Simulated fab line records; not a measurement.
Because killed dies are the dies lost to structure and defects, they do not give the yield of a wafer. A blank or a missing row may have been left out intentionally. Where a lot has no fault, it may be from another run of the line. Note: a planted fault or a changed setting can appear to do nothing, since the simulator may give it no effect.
The tool behind it: which one? | flow gf180mcu | 6 lots with 18 wafers sampled at 4 steps, on a route of 602 steps

WHAT THE GAUGES SHOWED, per wafer
GF_PSD_RS_MEAS_14: measurement is done with a four-point probe.
lot  | measured     | on            | NSD_RS (ohm/sq)
L783 | day 15 18:55 | film-metro-04 | 46.25 46.17 46.13
L788 | day 18 06:11 | film-metro-03 | 45.98 46.10 46.02
L791 | day 19 02:40 | film-metro-01 | 47.37 47.48 47.40
L794 | day 20 05:56 | film-metro-04 | 45.97 46.02 46.00
L798 | day 21 04:49 | film-metro-04 | 46.08 46.00 46.09
L801 | day 22 08:28 | film-metro-01 | 45.98 46.08 45.94

EACH LOT AND THE TOOL THAT RAN IT (in order: tool; ch and the chambers of the sampled wafers; start)
lot  | GF_HV_LDD_RTA_52                 | GF_NSD_IMPLANT_10               | GF_NSD_STRIP_11
L783 | rtp-anneal-01 ch 0, day 13 21:02 | implanter-04 ch 0, day 14 20:54 | plasma-asher-01 ch 0,1, day 14 21:01
L788 | rtp-anneal-02 ch 0, day 16 05:06 | implanter-01 ch 0, day 17 05:41 | plasma-asher-01 ch 0,1, day 17 05:48
L791 | rtp-anneal-02 ch 0, day 16 23:44 | implanter-04 ch 0, day 18 01:51 | plasma-asher-04 ch 0,1, day 18 02:00
L794 | rtp-anneal-01 ch 0, day 18 01:48 | implanter-02 ch 0, day 19 04:56 | plasma-asher-04 ch 0, day 19 05:03
L798 | rtp-anneal-01 ch 0, day 19 01:05 | implanter-01 ch 0, day 20 03:58 | plasma-asher-04 ch 0,1, day 20 04:07
L801 | rtp-anneal-01 ch 0, day 20 05:00 | implanter-01 ch 0, day 21 07:59 | plasma-asher-02 ch 0,1, day 21 08:07
- GF_HV_LDD_RTA_52: time 10 s.
- GF_NSD_IMPLANT_10
- GF_NSD_STRIP_11: strips in O2/N2.

THE ANSWER, worked out from the rows above alone
Rule: the usual values come from the lots themselves. The widest of any qualifying gaps counts: lots, ordered by their means at a reading, are off when they make up no more than a third of the lots, leave a main group of 4 or more, and stand apart from it by 3 or more times the standard deviation of that group's means. The tables above print the reading to a certain number of digits; a main group whose means all agree to those digits is not used. A lot without any number at a reading at which 4 lots or more have one is off too. Any other lot the step has rows for is counted as sound.
Off: L791, at GF_PSD_RS_MEAS_14 (NSD_RS). Mean 46.05 ohm/sq and standard deviation 0.068 in the main group.
A tool fits if, at a process step before that reading, it ran every lot that is off, and no sound lot after the first of them. Gauges at GF_PSD_RS_MEAS_14: tried the same way as those tools. This does not decide it: 2 tools fit, namely rtp-anneal-02 at GF_HV_LDD_RTA_52 and implanter-04 at GF_NSD_IMPLANT_10.

WHAT THE SIMULATOR HAD PUT IN
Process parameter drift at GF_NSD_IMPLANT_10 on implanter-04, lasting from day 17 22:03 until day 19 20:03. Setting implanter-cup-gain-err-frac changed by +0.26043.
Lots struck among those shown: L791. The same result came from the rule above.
